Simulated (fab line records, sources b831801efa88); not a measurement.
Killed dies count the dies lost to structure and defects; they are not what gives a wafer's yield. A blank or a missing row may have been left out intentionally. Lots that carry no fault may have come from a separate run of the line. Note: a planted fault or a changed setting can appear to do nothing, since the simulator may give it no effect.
Which of the tools did it? :: flow sky130 :: 42 wafers from 14 lots sampled at 6 of the route's 708 steps

== WHAT THE GAUGES SHOWED, per wafer ==
SKY_CAPM_RS_MEAS_03: measures by four-point-probe. Usual: CAPM_TIN_RS 6.95 ohm/sq, standard deviation 0.084.
lot: L477
measured: day 37 00:53
on: film_metro-01
CAPM_TIN_RS (ohm/sq): 6.91 7.07 7.07
flag: 

lot: L481
measured: day 37 19:04
on: film_metro-03
CAPM_TIN_RS (ohm/sq): 6.84 6.95 6.85
flag: 

lot: L482
measured: day 38 00:10
on: film_metro-03
CAPM_TIN_RS (ohm/sq): 6.84 7.09 6.89
flag: 

lot: L484
measured: day 38 13:54
on: film_metro-03
CAPM_TIN_RS (ohm/sq): 6.94 6.88 7.00
flag: 

lot: L485
measured: day 38 18:56
on: film_metro-01
CAPM_TIN_RS (ohm/sq): 6.84 6.87 7.03
flag: 

lot: L486
measured: day 39 06:10
on: film_metro-01
CAPM_TIN_RS (ohm/sq): 7.04 6.83 7.01
flag: 

lot: L487
measured: day 39 15:00
on: film_metro-01
CAPM_TIN_RS (ohm/sq): 6.99 6.91 7.03
flag: 

lot: L488
measured: day 39 23:42
on: film_metro-01
CAPM_TIN_RS (ohm/sq): 6.85 10.65 6.90
flag: OFF

lot: L489
measured: day 40 01:44
on: film_metro-01
CAPM_TIN_RS (ohm/sq): 6.97 7.03 6.99
flag: 

lot: L492
measured: day 40 19:01
on: film_metro-01
CAPM_TIN_RS (ohm/sq): 10.51 6.91 7.08
flag: OFF

lot: L493
measured: day 41 05:56
on: film_metro-01
CAPM_TIN_RS (ohm/sq): 7.00 6.95 6.94
flag: 

lot: L497
measured: day 42 09:01
on: film_metro-02
CAPM_TIN_RS (ohm/sq): 6.98 7.08 7.11
flag: 

lot: L498
measured: day 42 16:00
on: film_metro-01
CAPM_TIN_RS (ohm/sq): 7.02 6.96 6.92
flag: 

lot: L500
measured: day 43 00:08
on: film_metro-02
CAPM_TIN_RS (ohm/sq): 6.99 7.10 7.07
flag: 

SKY_CAPM_THK_MEAS_04: measures by xrf. Usual: CAPM_TIN_THK 197.0 nm, standard deviation 2.6.
lot: L477
measured: day 37 00:59
on: film_metro-01
CAPM_TIN_THK (nm): 198.1 193.9 192.1
flag: 

lot: L481
measured: day 37 19:11
on: film_metro-03
CAPM_TIN_THK (nm): 199.2 196.9 198.6
flag: 

lot: L482
measured: day 38 00:16
on: film_metro-03
CAPM_TIN_THK (nm): 201.2 194.0 199.6
flag: 

lot: L484
measured: day 38 14:01
on: film_metro-03
CAPM_TIN_THK (nm): 197.5 200.5 196.0
flag: 

lot: L485
measured: day 38 19:03
on: film_metro-01
CAPM_TIN_THK (nm): 199.3 200.2 193.7
flag: 

lot: L486
measured: day 39 06:17
on: film_metro-01
CAPM_TIN_THK (nm): 193.8 199.1 195.3
flag: 

lot: L487
measured: day 39 15:05
on: film_metro-01
CAPM_TIN_THK (nm): 194.7 198.1 193.8
flag: 

lot: L488
measured: day 39 23:49
on: film_metro-01
CAPM_TIN_THK (nm): 198.8 148.5 197.5
flag: OFF

lot: L489
measured: day 40 01:52
on: film_metro-01
CAPM_TIN_THK (nm): 195.7 196.4 196.6
flag: 

lot: L492
measured: day 40 19:07
on: film_metro-01
CAPM_TIN_THK (nm): 149.8 198.3 193.0
flag: OFF

lot: L493
measured: day 41 06:03
on: film_metro-01
CAPM_TIN_THK (nm): 195.1 195.8 196.2
flag: 

lot: L497
measured: day 42 09:07
on: film_metro-02
CAPM_TIN_THK (nm): 196.4 194.1 192.9
flag: 

lot: L498
measured: day 42 16:07
on: film_metro-01
CAPM_TIN_THK (nm): 195.8 197.1 198.2
flag: 

lot: L500
measured: day 43 00:16
on: film_metro-02
CAPM_TIN_THK (nm): 196.4 192.1 192.8
flag: 

SKY_CAPM_OVL_MEAS_12. Usual: CAPM_OVL 1.1 nm, standard deviation 1.6.
lot: L477
measured: day 38 02:22
on: overlay-02
CAPM_OVL (nm): 1.2 1.8 1.0
flag: 

lot: L481
measured: day 38 19:46
on: overlay-02
CAPM_OVL (nm): 2.6 3.1 1.7
flag: 

lot: L482
measured: day 39 01:19
on: overlay-01
CAPM_OVL (nm): 1.9 1.1 1.3
flag: 

lot: L484
measured: day 39 14:25
on: overlay-01
CAPM_OVL (nm): -1.2 -2.6 -1.4
flag: 

lot: L485
measured: day 39 20:06
on: overlay-02
CAPM_OVL (nm): 2.1 1.0 0.9
flag: 

lot: L486
measured: day 40 06:52
on: overlay-02
CAPM_OVL (nm): -0.1 -0.3 0.5
flag: 

lot: L487
measured: day 40 15:23
on: overlay-02
CAPM_OVL (nm): 5.1 3.5 3.4
flag: 

lot: L488
measured: day 40 23:46
on: overlay-02
CAPM_OVL (nm): -0.3 1.7 1.8
flag: 

lot: L489
measured: day 41 01:49
on: overlay-02
CAPM_OVL (nm): -1.0 -1.5 1.3
flag: 

lot: L492
measured: day 41 18:43
on: overlay-02
CAPM_OVL (nm): 1.1 1.0 1.6
flag: 

lot: L493
measured: day 42 05:49
on: overlay-02
CAPM_OVL (nm): 0.3 1.2 2.3
flag: 

lot: L497
measured: day 43 08:04
on: overlay-01
CAPM_OVL (nm): 2.9 1.6 1.6
flag: 

lot: L498
measured: day 43 14:46
on: overlay-02
CAPM_OVL (nm): 1.9 1.6 1.7
flag: 

lot: L500
measured: day 43 23:01
on: overlay-01
CAPM_OVL (nm): 1.3 1.5 1.4
flag: 

== WHAT TOOL EACH LOT RAN ON (gives the tool, then ch and the chambers of the sampled wafers, and finally the start) ==
lot: L477
SKY_VIA2_SPUTTER_20: pvd_sputter-02, day 36 23:49
SKY_METAL3_SPUTTER_03: pvd_sputter-03, day 37 00:35
SKY_CAPM_SPUTTER_02: pvd_sputter-01, day 37 00:44

lot: L481
SKY_VIA2_SPUTTER_20: pvd_sputter-03, day 37 18:02
SKY_METAL3_SPUTTER_03: pvd_sputter-03, day 37 18:47
SKY_CAPM_SPUTTER_02: pvd_sputter-01, day 37 18:56

lot: L482
SKY_VIA2_SPUTTER_20: pvd_sputter-01, day 37 23:07
SKY_METAL3_SPUTTER_03: pvd_sputter-03, day 37 23:52
SKY_CAPM_SPUTTER_02: pvd_sputter-01, day 38 00:01

lot: L484
SKY_VIA2_SPUTTER_20: pvd_sputter-03, day 38 12:52
SKY_METAL3_SPUTTER_03: pvd_sputter-04, day 38 13:37
SKY_CAPM_SPUTTER_02: pvd_sputter-02, day 38 13:46

lot: L485
SKY_VIA2_SPUTTER_20: pvd_sputter-03, day 38 17:55
SKY_METAL3_SPUTTER_03: pvd_sputter-04, day 38 18:40
SKY_CAPM_SPUTTER_02: pvd_sputter-01, day 38 18:49

lot: L486
SKY_VIA2_SPUTTER_20: pvd_sputter-01, day 39 05:08
SKY_METAL3_SPUTTER_03: pvd_sputter-02, day 39 05:54
SKY_CAPM_SPUTTER_02: pvd_sputter-01, day 39 06:03

lot: L487
SKY_VIA2_SPUTTER_20: pvd_sputter-03, day 39 13:49
SKY_METAL3_SPUTTER_03: pvd_sputter-02, day 39 14:41
SKY_CAPM_SPUTTER_02: pvd_sputter-04, day 39 14:50

lot: L488
SKY_VIA2_SPUTTER_20: pvd_sputter-01, day 39 22:41
SKY_METAL3_SPUTTER_03: pvd_sputter-03, day 39 23:26
SKY_CAPM_SPUTTER_02: pvd_sputter-01, day 39 23:35

lot: L489
SKY_VIA2_SPUTTER_20: pvd_sputter-02, day 40 00:43
SKY_METAL3_SPUTTER_03: pvd_sputter-02, day 40 01:28
SKY_CAPM_SPUTTER_02: pvd_sputter-04, day 40 01:38

lot: L492
SKY_VIA2_SPUTTER_20: pvd_sputter-02, day 40 17:58
SKY_METAL3_SPUTTER_03: pvd_sputter-03, day 40 18:43
SKY_CAPM_SPUTTER_02: pvd_sputter-01, day 40 18:53

lot: L493
SKY_VIA2_SPUTTER_20: pvd_sputter-01, day 41 04:55
SKY_METAL3_SPUTTER_03: pvd_sputter-03, day 41 05:40
SKY_CAPM_SPUTTER_02: pvd_sputter-02, day 41 05:49

lot: L497
SKY_VIA2_SPUTTER_20: pvd_sputter-03, day 42 07:58
SKY_METAL3_SPUTTER_03: pvd_sputter-02, day 42 08:43
SKY_CAPM_SPUTTER_02: pvd_sputter-04, day 42 08:53

lot: L498
SKY_VIA2_SPUTTER_20: pvd_sputter-01, day 42 14:58
SKY_METAL3_SPUTTER_03: pvd_sputter-04, day 42 15:43
SKY_CAPM_SPUTTER_02: pvd_sputter-02, day 42 15:52

lot: L500
SKY_VIA2_SPUTTER_20: pvd_sputter-01, day 42 23:07
SKY_METAL3_SPUTTER_03: pvd_sputter-03, day 42 23:52
SKY_CAPM_SPUTTER_02: pvd_sputter-04, day 43 00:02
- SKY_VIA2_SPUTTER_20: material TiN, target thk 20 nm, time 80 s.
- SKY_METAL3_SPUTTER_03: material Ti, target thk 5 nm, time 3.3 s.
- SKY_CAPM_SPUTTER_02: material TiN, target thk 200 nm, time 166.7 s.

== WHAT THE TOOLS THEMSELVES READ (means of the sampled wafers that have a number; where no wafer has one, the mark that the record gives instead) ==
SKY_VIA2_SPUTTER_20. Usual: throttle_valve_pct at 30.1 %, with a standard deviation of 1.3.
lot: L477
tool: pvd_sputter-02
throttle_valve_pct (%): 31.1
flag: 

lot: L481
tool: pvd_sputter-03
throttle_valve_pct (%): 29.8
flag: 

lot: L482
tool: pvd_sputter-01
throttle_valve_pct (%): 30.5
flag: 

lot: L484
tool: pvd_sputter-03
throttle_valve_pct (%): 28.9
flag: 

lot: L485
tool: pvd_sputter-03
throttle_valve_pct (%): 28.8
flag: 

lot: L486
tool: pvd_sputter-01
throttle_valve_pct (%): 30.6
flag: 

lot: L487
tool: pvd_sputter-03
throttle_valve_pct (%): 30.9
flag: 

lot: L488
tool: pvd_sputter-01
throttle_valve_pct (%): 30.4
flag: 

lot: L489
tool: pvd_sputter-02
throttle_valve_pct (%): 29.5
flag: 

lot: L492
tool: pvd_sputter-02
throttle_valve_pct (%): 30.0
flag: 

lot: L493
tool: pvd_sputter-01
throttle_valve_pct (%): 30.2
flag: 

lot: L497
tool: pvd_sputter-03
throttle_valve_pct (%): 29.9
flag: 

lot: L498
tool: pvd_sputter-01
throttle_valve_pct (%): 29.8
flag: 

lot: L500
tool: pvd_sputter-01
throttle_valve_pct (%): 29.7
flag: 

SKY_METAL3_SPUTTER_03. Usual: throttle_valve_pct at 30.2 %, with a standard deviation of 1.2.
lot: L477
tool: pvd_sputter-03
throttle_valve_pct (%): 28.9
flag: 

lot: L481
tool: pvd_sputter-03
throttle_valve_pct (%): 29.9
flag: 

lot: L482
tool: pvd_sputter-03
throttle_valve_pct (%): 29.9
flag: 

lot: L484
tool: pvd_sputter-04
throttle_valve_pct (%): 29.7
flag: 

lot: L485
tool: pvd_sputter-04
throttle_valve_pct (%): 29.7
flag: 

lot: L486
tool: pvd_sputter-02
throttle_valve_pct (%): 30.0
flag: 

lot: L487
tool: pvd_sputter-02
throttle_valve_pct (%): 29.6
flag: 

lot: L488
tool: pvd_sputter-03
throttle_valve_pct (%): 30.8
flag: 

lot: L489
tool: pvd_sputter-02
throttle_valve_pct (%): 30.7
flag: 

lot: L492
tool: pvd_sputter-03
throttle_valve_pct (%): 30.9
flag: 

lot: L493
tool: pvd_sputter-03
throttle_valve_pct (%): 29.9
flag: 

lot: L497
tool: pvd_sputter-02
throttle_valve_pct (%): 30.4
flag: 

lot: L498
tool: pvd_sputter-04
throttle_valve_pct (%): 30.3
flag: 

lot: L500
tool: pvd_sputter-03
throttle_valve_pct (%): 30.7
flag: 

SKY_CAPM_SPUTTER_02. Usual: throttle_valve_pct at 30.1 %, with a standard deviation of 1.1.
lot: L477
tool: pvd_sputter-01
throttle_valve_pct (%): 29.5
flag: 

lot: L481
tool: pvd_sputter-01
throttle_valve_pct (%): 29.4
flag: 

lot: L482
tool: pvd_sputter-01
throttle_valve_pct (%): 30.5
flag: 

lot: L484
tool: pvd_sputter-02
throttle_valve_pct (%): 30.5
flag: 

lot: L485
tool: pvd_sputter-01
throttle_valve_pct (%): 31.1
flag: 

lot: L486
tool: pvd_sputter-01
throttle_valve_pct (%): 30.1
flag: 

lot: L487
tool: pvd_sputter-04
throttle_valve_pct (%): 29.9
flag: 

lot: L488
tool: pvd_sputter-01
throttle_valve_pct (%): 30.1
flag: 

lot: L489
tool: pvd_sputter-04
throttle_valve_pct (%): 29.6
flag: 

lot: L492
tool: pvd_sputter-01
throttle_valve_pct (%): 29.4
flag: 

lot: L493
tool: pvd_sputter-02
throttle_valve_pct (%): 30.3
flag: 

lot: L497
tool: pvd_sputter-04
throttle_valve_pct (%): 30.1
flag: 

lot: L498
tool: pvd_sputter-02
throttle_valve_pct (%): 30.3
flag: 

lot: L500
tool: pvd_sputter-04
throttle_valve_pct (%): 30.4
flag: 

== THE ANSWER, worked out from the rows above alone ==
Rule: a lot is off if the mean of its wafers that have a number lies more than 3 standard deviations from the usual mean. A lot without any number at a reading at which 4 lots or more have one is off too. The other lots that the step has rows for count as sound. First the gauges in route order, then the tools' own readings, where a lot's mean is used as printed above. At the first step where some lot is off, the reading lying furthest off is the one used; lots without a number count as furthest.
Off: L488, L492, at SKY_CAPM_RS_MEAS_03 (CAPM_TIN_RS).
If a tool, at a process step before that reading, ran all the lots that are off and no sound lot after the first of them, it fits. The gauges at SKY_CAPM_RS_MEAS_03 are tried like those tools. One fits: pvd_sputter-01 at SKY_CAPM_SPUTTER_02. A fault onset in the window from L486 (day 39 06:03, its last sound lot) to L488 (day 39 23:35, its first lot off) fits.

== WHAT THE SIMULATOR HAD PUT IN ==
Site profile drift: pvd_sputter-01, from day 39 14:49 on, at SKY_CAPM_SPUTTER_02. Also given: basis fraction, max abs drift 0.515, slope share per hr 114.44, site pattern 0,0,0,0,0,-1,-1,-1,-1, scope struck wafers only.
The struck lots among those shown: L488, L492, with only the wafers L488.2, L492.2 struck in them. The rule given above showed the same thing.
